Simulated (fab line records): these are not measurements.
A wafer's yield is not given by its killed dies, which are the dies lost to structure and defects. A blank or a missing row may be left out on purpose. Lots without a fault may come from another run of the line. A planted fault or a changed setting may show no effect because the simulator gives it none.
One fault seen from 2 desks | flow gf180mcu | only its own numbers are on each desk; what lay behind them is given at the end

## AT THE METROLOGY DESK
Lot by lot, what the gauges showed, no matter which tool ran the lot: averages of those sampled wafers that carry a number. A lot is out of limits, marked OUT, if its mean lies more than 4 standard deviations from the usual mean; the brackets give that distance. Readings shown: 7 of its 9, picked as those furthest out on some lot.
Columns: A = cdNm at GF_V1_CD_MEAS_14, usual 260.3 nm; B = V1_W_RS at GF_V1_RS_MEAS_24, usual 0.328 ohm/sq; C = V1_W_THK at GF_V1_THK_MEAS_25, usual 353 nm; D = M2_ALCU_RS at GF_M2_RS_MEAS_05, usual 0.0693 ohm/sq; E = M2_ALCU_THK at GF_M2_THK_MEAS_06, usual 452 nm; F = cdNm at GF_M2_CD_MEAS_14, usual 279.8 nm; G = M2_OVL at GF_M2_OVL_MEAS_15, usual -1 nm
lot  | first seen here | A     | B     | C   | D      | E   | F     | G
L165 | day 18 06:35    | 261.7 | 0.323 | 359 | 0.0694 | 449 | 281.1 | 4
L168 | day 19 10:23    | 260.6 | 0.328 | 353 | 0.0683 | 455 | 277.7 | -1
L170 | day 20 12:14    | 260.8 | 0.330 | 350 | 0.0708 | 442 | 279.3 | -1
L174 | day 21 20:28    | 260.9 | 0.330 | 352 | 0.0692 | 454 | 278.3 | -6
L179 | day 23 11:11    | 259.9 | 0.331 | 351 | 0.0688 | 456 | 278.0 | 5
This desk's verdict: no lot among the 5 shows anything out of limits.

## TOOL OWNER'S DESK, rieDiel-03
The tool's own readings at GF_V1_ETCH_17 (etches SiO2 in C4F8/O2/Ar, stops on TiN, target depth 630 nm): means of the sampled wafers that have a number, for each lot that ran on this tool. A lot is out of limits, marked OUT, if its mean lies more than 4 standard deviations from the usual mean; the brackets give that distance.
Columns: A = chamberPressureMTorr at GF_V1_ETCH_17, usual 40.00 mTorr; B = oesProductAu at GF_V1_ETCH_17, usual 0.856 a.u.
lot  | first seen here | A     | B
L170 | day 21 12:00    | 39.98 | 0.855
L179 | day 24 10:00    | 40.03 | 0.855
This desk's verdict: no lot among the 2 shows anything out of limits.

## ALL TOGETHER
From the metrology desk's view, nothing was out of limits.
The desk of the tool owner found nothing out of limits.

## WHAT THE SIMULATOR HAD INSERTED
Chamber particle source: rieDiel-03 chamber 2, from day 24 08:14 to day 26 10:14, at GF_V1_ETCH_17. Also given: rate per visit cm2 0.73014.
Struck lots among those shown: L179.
